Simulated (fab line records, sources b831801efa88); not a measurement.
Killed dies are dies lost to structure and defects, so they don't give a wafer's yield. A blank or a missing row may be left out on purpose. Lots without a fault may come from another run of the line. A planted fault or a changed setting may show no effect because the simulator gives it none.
A sampling plan put to the test | flow sky130 | one fab line, 35 faults that these records tell of, each judged on the records of the lots that it struck
The plan is the line's own looks: the steps of the route at which a gauge or an inspection reads the wafer and doesn't change it. A look can be judged if struck wafers have a number there and the file gives its usual mean and standard deviation on fault-free wafers. Caught: at a look after the fault's first step, the mean of the struck wafers lies 4 or more of those standard deviations (sigma) from the usual mean. On the tool: the same test on the tool's own readings at the fault's steps. Another recipe on the struck wafers, or a record that is blank for them alone, also counts as caught.

THE FAULTS, as the simulator had put them in
1. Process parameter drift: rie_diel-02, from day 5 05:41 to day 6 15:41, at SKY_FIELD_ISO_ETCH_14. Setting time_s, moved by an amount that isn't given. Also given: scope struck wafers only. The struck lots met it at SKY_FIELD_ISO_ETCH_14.
2. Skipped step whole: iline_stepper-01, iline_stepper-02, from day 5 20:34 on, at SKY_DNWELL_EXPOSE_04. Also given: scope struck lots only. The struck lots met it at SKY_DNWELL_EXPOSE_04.
3. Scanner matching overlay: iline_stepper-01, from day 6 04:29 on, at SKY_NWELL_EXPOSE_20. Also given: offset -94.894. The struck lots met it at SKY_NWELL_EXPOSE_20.
4. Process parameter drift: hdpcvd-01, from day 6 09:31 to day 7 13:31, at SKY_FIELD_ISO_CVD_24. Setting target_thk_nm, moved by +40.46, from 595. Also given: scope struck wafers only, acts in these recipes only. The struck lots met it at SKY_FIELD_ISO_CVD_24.
5. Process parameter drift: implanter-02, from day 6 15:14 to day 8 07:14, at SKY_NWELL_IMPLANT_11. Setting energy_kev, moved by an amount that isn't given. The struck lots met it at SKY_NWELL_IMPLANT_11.
6. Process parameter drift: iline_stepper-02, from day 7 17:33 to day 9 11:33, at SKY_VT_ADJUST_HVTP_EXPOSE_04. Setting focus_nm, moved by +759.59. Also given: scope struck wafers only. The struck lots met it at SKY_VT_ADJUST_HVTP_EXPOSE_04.
7. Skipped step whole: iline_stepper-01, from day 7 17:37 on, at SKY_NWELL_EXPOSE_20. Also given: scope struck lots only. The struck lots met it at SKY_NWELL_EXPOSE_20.
8. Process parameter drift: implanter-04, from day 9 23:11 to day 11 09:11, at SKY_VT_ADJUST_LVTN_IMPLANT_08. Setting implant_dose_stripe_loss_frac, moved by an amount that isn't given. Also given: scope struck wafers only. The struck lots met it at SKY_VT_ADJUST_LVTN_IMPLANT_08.
9. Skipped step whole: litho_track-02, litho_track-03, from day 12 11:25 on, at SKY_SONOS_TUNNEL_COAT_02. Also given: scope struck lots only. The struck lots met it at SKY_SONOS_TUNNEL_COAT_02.
10. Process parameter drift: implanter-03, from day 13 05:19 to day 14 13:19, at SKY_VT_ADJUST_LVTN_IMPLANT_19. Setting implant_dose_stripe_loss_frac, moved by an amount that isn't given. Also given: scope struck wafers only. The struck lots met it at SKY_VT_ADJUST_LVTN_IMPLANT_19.
11. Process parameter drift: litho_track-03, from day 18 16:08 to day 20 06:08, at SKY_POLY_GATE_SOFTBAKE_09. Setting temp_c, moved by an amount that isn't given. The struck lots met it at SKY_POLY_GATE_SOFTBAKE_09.
12. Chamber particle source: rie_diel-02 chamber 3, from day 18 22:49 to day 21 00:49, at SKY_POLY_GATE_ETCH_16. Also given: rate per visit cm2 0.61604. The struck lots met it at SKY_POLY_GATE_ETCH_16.
13. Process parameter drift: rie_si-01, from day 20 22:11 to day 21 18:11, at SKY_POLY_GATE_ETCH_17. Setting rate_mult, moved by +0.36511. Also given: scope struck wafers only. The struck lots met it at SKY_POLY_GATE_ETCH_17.
14. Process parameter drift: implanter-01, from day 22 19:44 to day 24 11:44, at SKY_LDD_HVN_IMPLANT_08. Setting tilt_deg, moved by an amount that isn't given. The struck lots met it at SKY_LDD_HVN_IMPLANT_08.
15. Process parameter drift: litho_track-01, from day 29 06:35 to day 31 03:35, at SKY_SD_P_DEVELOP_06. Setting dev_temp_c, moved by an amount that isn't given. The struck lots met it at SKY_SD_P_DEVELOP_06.
16. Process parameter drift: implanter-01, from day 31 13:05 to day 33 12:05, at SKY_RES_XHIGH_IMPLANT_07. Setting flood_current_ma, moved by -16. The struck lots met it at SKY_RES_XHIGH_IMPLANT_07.
17. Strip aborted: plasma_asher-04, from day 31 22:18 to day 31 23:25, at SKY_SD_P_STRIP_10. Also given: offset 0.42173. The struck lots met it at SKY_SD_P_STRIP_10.
18. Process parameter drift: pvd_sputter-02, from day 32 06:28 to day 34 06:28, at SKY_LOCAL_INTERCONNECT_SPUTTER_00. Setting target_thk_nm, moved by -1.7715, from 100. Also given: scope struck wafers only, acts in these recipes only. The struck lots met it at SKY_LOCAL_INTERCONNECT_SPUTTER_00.
19. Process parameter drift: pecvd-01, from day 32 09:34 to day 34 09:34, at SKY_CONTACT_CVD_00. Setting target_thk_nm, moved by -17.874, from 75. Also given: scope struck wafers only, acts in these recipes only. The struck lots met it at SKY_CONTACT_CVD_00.
20. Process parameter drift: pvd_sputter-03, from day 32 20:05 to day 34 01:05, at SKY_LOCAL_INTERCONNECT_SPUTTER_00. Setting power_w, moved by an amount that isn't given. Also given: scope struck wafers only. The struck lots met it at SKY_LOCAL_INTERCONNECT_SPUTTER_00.
21. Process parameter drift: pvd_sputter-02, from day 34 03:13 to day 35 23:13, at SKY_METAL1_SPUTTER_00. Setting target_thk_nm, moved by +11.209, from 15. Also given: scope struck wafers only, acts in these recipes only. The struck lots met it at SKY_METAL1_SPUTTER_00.
22. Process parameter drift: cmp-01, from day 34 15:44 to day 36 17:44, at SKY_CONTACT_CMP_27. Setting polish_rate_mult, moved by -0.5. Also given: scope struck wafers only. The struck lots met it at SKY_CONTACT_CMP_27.
23. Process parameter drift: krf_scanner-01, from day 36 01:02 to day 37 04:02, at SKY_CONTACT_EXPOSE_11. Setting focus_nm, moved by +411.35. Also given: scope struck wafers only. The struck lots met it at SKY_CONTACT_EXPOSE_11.
24. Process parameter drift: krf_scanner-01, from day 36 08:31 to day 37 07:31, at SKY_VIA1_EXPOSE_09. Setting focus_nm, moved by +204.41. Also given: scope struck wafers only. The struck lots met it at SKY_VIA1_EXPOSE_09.
25. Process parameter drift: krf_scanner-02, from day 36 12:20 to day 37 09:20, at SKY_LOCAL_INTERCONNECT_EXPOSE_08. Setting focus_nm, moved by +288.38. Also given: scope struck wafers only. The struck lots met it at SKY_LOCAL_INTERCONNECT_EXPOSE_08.
26. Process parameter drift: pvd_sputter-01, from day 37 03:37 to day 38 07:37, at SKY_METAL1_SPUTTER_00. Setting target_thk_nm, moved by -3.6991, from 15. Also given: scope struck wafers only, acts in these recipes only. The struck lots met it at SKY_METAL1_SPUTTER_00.
27. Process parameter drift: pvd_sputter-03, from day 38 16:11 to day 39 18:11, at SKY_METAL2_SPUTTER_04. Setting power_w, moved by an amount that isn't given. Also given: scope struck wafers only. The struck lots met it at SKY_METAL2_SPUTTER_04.
28. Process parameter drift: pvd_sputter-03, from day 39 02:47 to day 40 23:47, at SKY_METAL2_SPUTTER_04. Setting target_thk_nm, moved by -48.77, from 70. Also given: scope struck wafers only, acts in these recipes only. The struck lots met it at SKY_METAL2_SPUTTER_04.
29. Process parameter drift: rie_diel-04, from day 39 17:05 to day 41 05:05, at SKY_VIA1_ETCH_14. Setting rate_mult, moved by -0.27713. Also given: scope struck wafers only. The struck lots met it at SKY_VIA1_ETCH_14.
30. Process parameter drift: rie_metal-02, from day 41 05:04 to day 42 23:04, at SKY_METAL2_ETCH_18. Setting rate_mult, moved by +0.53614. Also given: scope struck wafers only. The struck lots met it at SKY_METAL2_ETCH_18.
31. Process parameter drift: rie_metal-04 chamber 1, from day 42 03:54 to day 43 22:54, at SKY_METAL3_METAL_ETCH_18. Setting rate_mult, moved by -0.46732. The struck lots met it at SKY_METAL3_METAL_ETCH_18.
32. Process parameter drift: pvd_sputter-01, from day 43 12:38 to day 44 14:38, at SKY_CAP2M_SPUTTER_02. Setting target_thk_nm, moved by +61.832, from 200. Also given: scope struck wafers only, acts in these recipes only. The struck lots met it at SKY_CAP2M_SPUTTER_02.
33. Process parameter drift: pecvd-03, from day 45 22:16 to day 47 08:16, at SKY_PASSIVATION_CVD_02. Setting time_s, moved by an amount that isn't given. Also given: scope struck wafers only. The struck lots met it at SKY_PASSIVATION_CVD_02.
34. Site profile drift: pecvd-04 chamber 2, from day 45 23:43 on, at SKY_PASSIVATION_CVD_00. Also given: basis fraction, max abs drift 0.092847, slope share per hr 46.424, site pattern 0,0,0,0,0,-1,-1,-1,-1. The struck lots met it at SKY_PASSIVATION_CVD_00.
35. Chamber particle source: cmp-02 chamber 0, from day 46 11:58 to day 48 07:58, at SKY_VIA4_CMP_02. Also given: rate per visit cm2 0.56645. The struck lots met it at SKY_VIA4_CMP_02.

WHAT THE PLAN SAW
fault | on the tool itself                               | first look that catches it                      | reading, sigma                                                                  | median hours from its first step to that look | hours from the fault's start to the first struck lot there | judged looks passed uncaught
1     | run_length_s -48 sigma                           | not the one look that can be judged after it    | -                                                                               | -                                             | -                                                          | 1
2     | no reading that can be judged                    | SKY_DNWELL_TW_MEAS_09                           | DNWELL_TW -99 or beyond                                                         | 9.2                                           | 11                                                         | 0
3     | under 2 sigma                                    | SKY_NWELL_OVL_MEAS_23                           | NWELL_01_OVL -67                                                                | 9.5                                           | 11                                                         | 0
4     | no reading that can be judged                    | SKY_FIELD_ISO_THK_MEAS_25                       | FIELD_ISO_CVD_24_THK +8.1                                                       | 0.1                                           | 3                                                          | 0
5     | beam_energy_keV -99 or beyond sigma              | SKY_NWELL_TW_MEAS_15                            | NWELL_TW -7.0                                                                   | 0.6                                           | 11                                                         | 0
6     | under 2 sigma                                    | SKY_VT_ADJUST_HVTP_CD_MEAS_07                   | cd_nm -5.4                                                                      | 10.1                                          | 17                                                         | 0
7     | no reading that can be judged                    | no look after it can be judged                  | -                                                                               | -                                             | -                                                          | 0
8     | no reading that can be judged                    | none of the 3 looks that can be judged after it | strongest: VT_ADJUST_LVTN_TW at SKY_VT_ADJUST_LVTN_TW_MEAS_10, -3.3             | -                                             | -                                                          | 3
9     | the tool's record is blank for the struck wafers | no look after it can be judged                  | -                                                                               | -                                             | -                                                          | 0
10    | no reading that can be judged                    | SKY_VT_ADJUST_LVTN_TW_MEAS_21                   | VT_ADJUST_LVTN_2_TW -5.1                                                        | 0.2                                           | 8                                                          | 0
11    | plate_temp_C -59 sigma                           | none of the 2 looks that can be judged after it | strongest: cd_nm at SKY_POLY_GATE_CD_MEAS_13, +2.0                              | -                                             | -                                                          | 2
12    | under 2 sigma                                    | no look after it can be judged                  | -                                                                               | -                                             | -                                                          | 0
13    | only faintly: oes_product_au +2.4 sigma          | no look after it can be judged                  | -                                                                               | -                                             | -                                                          | 0
14    | under 2 sigma                                    | none of the 5 looks that can be judged after it | -                                                                               | -                                             | -                                                          | 5
15    | developer_temp_C -19 sigma                       | not the one look that can be judged after it    | strongest: cd_nm at SKY_SD_P_CD_MEAS_07, +3.6                                   | -                                             | -                                                          | 1
16    | under 2 sigma                                    | no look after it can be judged                  | -                                                                               | -                                             | -                                                          | 0
17    | oes_product_au +36 sigma                         | SKY_RES_XHIGH_TW_MEAS_09                        | RES_XHIGH_TW -99 or beyond                                                      | 28.3                                          | 29                                                         | 1
18    | under 2 sigma                                    | none of the 4 looks that can be judged after it | strongest: LOCAL_INTERCONNECT_TIN_RS at SKY_LOCAL_INTERCONNECT_RS_MEAS_01, +2.3 | -                                             | -                                                          | 4
19    | under 2 sigma                                    | SKY_CONTACT_THK_MEAS_01                         | CONTACT_CVD_00_THK -20                                                          | 0.0                                           | 11                                                         | 0
20    | cathode_dc_power_W -99 or beyond sigma           | SKY_LOCAL_INTERCONNECT_RS_MEAS_01               | LOCAL_INTERCONNECT_TIN_RS +5.4                                                  | 0.1                                           | 6                                                          | 0
21    | under 2 sigma                                    | no look after it can be judged                  | -                                                                               | -                                             | -                                                          | 0
22    | overpolish_run_s -99 or beyond sigma             | no look after it can be judged                  | -                                                                               | -                                             | -                                                          | 0
23    | no reading that can be judged                    | SKY_CONTACT_CD_MEAS_14                          | cd_nm -66                                                                       | 12.8                                          | 18                                                         | 0
24    | under 2 sigma                                    | SKY_VIA1_CD_MEAS_12                             | cd_nm -15                                                                       | 12.9                                          | 23                                                         | 0
25    | no reading that can be judged                    | SKY_LOCAL_INTERCONNECT_CD_MEAS_11               | cd_nm -39                                                                       | 13.0                                          | 19                                                         | 0
26    | under 2 sigma                                    | no look after it can be judged                  | -                                                                               | -                                             | -                                                          | 0
27    | cathode_dc_power_W +99 or beyond sigma           | none of the 4 looks that can be judged after it | -                                                                               | -                                             | -                                                          | 4
28    | under 2 sigma                                    | SKY_METAL2_THK_MEAS_06                          | METAL2_ALCU_THK +6.3                                                            | 0.2                                           | 8                                                          | 0
29    | oes_product_au -4.5 sigma                        | no look after it can be judged                  | -                                                                               | -                                             | -                                                          | 0
30    | under 2 sigma                                    | not the one look that can be judged after it    | -                                                                               | -                                             | -                                                          | 1
31    | oes_product_au -23 sigma                         | no look after it can be judged                  | -                                                                               | -                                             | -                                                          | 0
32    | under 2 sigma                                    | SKY_CAP2M_RS_MEAS_03                            | CAP2M_TIN_RS -20                                                                | 0.1                                           | 2                                                          | 0
33    | under 2 sigma                                    | SKY_PASSIVATION_THK_MEAS_03                     | PASSIVATION_CVD_02_THK +12                                                      | 0.2                                           | 1                                                          | 0
34    | under 2 sigma                                    | not the one look that can be judged after it    | strongest: PASSIVATION_CVD_00_THK at SKY_PASSIVATION_THK_MEAS_01, -3.4          | -                                             | -                                                          | 1
35    | under 2 sigma                                    | none of the 2 looks that can be judged after it | strongest: PAD_OPEN_BOW at SKY_PAD_OPEN_BOW_MEAS_13, -2.5                       | -                                             | -                                                          | 2
A dash: the fault isn't caught, or these records don't give the number.

Caught at a look: 15 of 35. Caught on the tool: 11 of 35. By one or the other: 23 of 35.
Caught on the tool alone: faults 1, 9, 11, 15, 22, 27, 29, 31.
Caught at a look alone: faults 2, 3, 4, 6, 10, 19, 23, 24, 25, 28, 32, 33.
Caught by neither: faults 7, 8, 12, 13, 14, 16, 18, 21, 26, 30, 34, 35.

THINNER SAMPLING
If the look that catches a fault measured only every second or every third lot, by lot number, the first struck lot would be measured this late in the worst case:
fault | struck lots at that look, in order of time | every lot | every second lot | every third lot
2     | L830, L831                                 | 11 h      | 18 h             | may miss all 2
3     | L617, L620, L622, L623                     | 11 h      | 33 h             | may miss all 4
4     | L480, L481                                 | 3 h       | 9 h              | may miss all 2
5     | L902, L904, L906                           | 11 h      | may miss all 3   | 32 h
6     | L963, L965, L967                           | 17 h      | may miss all 3   | 35 h
10    | L262                                       | 8 h       | may miss it      | may miss it
17    | L432                                       | 29 h      | may miss it      | may miss it
19    | L400, L403                                 | 11 h      | 37 h             | may miss all 2
20    | L351                                       | 6 h       | may miss it      | may miss it
23    | L780, L781                                 | 18 h      | 25 h             | may miss all 2
24    | L667, L668, L670                           | 23 h      | 26 h             | may miss all 3
25    | L944, L946, L945                           | 19 h      | 32 h             | 32 h
28    | L176                                       | 8 h       | may miss it      | may miss it
32    | L645, L647                                 | 2 h       | may miss all 2   | may miss all 2
33    | L417, L415, L418                           | 1 h       | 4 h              | may miss all 3
Hours are from the fault's start to the first struck lot that is measured. The limit of 4 sigma was tested on all struck wafers together, so one lot alone may lie under it. Other struck lots may not be in these records.

THE LONGEST TIMED WAY FROM STEP TO LOOK
Fault 17: a median of 28.3 hours passes between SKY_SD_P_STRIP_10 and SKY_RES_XHIGH_TW_MEAS_09. The look between them that can be judged stayed within 4 sigma: SKY_SD_P_TW_MEAS_11.
